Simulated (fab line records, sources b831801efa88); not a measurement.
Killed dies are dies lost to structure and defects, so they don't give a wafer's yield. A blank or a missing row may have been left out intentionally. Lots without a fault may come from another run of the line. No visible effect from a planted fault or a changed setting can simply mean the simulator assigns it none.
One fault seen from 2 desks | flow gf180mcu | each desk has only its own numbers; what lay behind them comes last

## DESK OF THE TOOL OWNER: iline stepper-01
The tool's own readings at GF_HV_LDD_EXPOSE_28 (exposes mask Nplus HV AREA, target cd 400 nm): means of the sampled wafers that have a number, for each lot that ran on this tool. Any lot whose mean is over 4 standard deviations away from the usual mean is out of limits and marked OUT; that distance is given in the brackets.
Columns: A = exposure dose mJ cm2 at GF_HV_LDD_EXPOSE_28, usual 139.99
lot  | first seen here | A
L121 | day 10 23:10    | 140.19
L122 | day 11 02:11    | 139.87
L126 | day 12 07:17    | 139.92
L130 | day 14 10:07    | 140.12
L132 | day 15 06:02    | 140.04
L135 | day 15 23:52    | 140.06
L139 | day 17 09:14    | 151.30 (+81) OUT
L138 | day 17 10:26    | 151.32 (+81) OUT
This desk's verdict: out of limits on L138, L139, starting with L139 at day 17 09:14 (exposure dose mJ cm2 at GF_HV_LDD_EXPOSE_28). L121, L122, L126, L130, L132, L135 stayed within limits.

## THE METROLOGY DESK
What the gauges read for every lot (on any tool): the sampled wafers with a number, averaged. Any lot whose mean is over 4 standard deviations away from the usual mean is out of limits and marked OUT; that distance is given in the brackets.
Columns: A = cd nm at GF_HV_LDD_CD_MEAS_31, usual 399.7 nm; B = V1_W_THK at GF_V1_THK_MEAS_25, usual 358 nm
lot  | first seen here | A               | B
L121 | day 11 07:40    | 400.7           | 352
L122 | day 11 10:56    | 399.7           | 355
L124 | day 12 09:05    | 396.5           | 357
L125 | day 12 09:51    | 398.7           | 360
L126 | day 12 16:49    | 401.4           | 359
L130 | day 14 19:59    | 395.3           | 363
L131 | day 14 22:57    | 398.3           | 362
L132 | day 15 16:52    | 399.9           | 357
L135 | day 16 09:41    | 398.8           | 359
L139 | day 17 20:41    | 423.8 (+11) OUT | 354
L138 | day 17 22:11    | 425.5 (+12) OUT | 354
L143 | day 18 17:50    | 400.3           | 363
L144 | day 19 11:25    | 399.8           | 353
This desk's verdict: out of limits on L138, L139, starting with L139 at day 17 20:41 (cd nm at GF_HV_LDD_CD_MEAS_31). L121, L122, L124, L125, L126, L130, L131, L132, L135, L143, L144 stayed within limits.

## TAKEN TOGETHER
On L138, L139, at day 17 09:14, an alarm was possible from the tool owner's desk.
Metrology desk: alarm possible at day 17 20:41 on L138, L139.
GF_HV_LDD_EXPOSE_28 was run on iline stepper-01 by each of the lots named.

## WHAT THE SIMULATOR PUT IN
Process parameters drifting: iline stepper-01 at GF_HV_LDD_EXPOSE_28, beginning at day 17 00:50. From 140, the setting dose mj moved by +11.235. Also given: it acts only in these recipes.
Shown lots that were struck: L138, L139.
Hours from the fault's start to each desk's first reading out of limits: the tool owner's desk, 8; the metrology desk, 20.
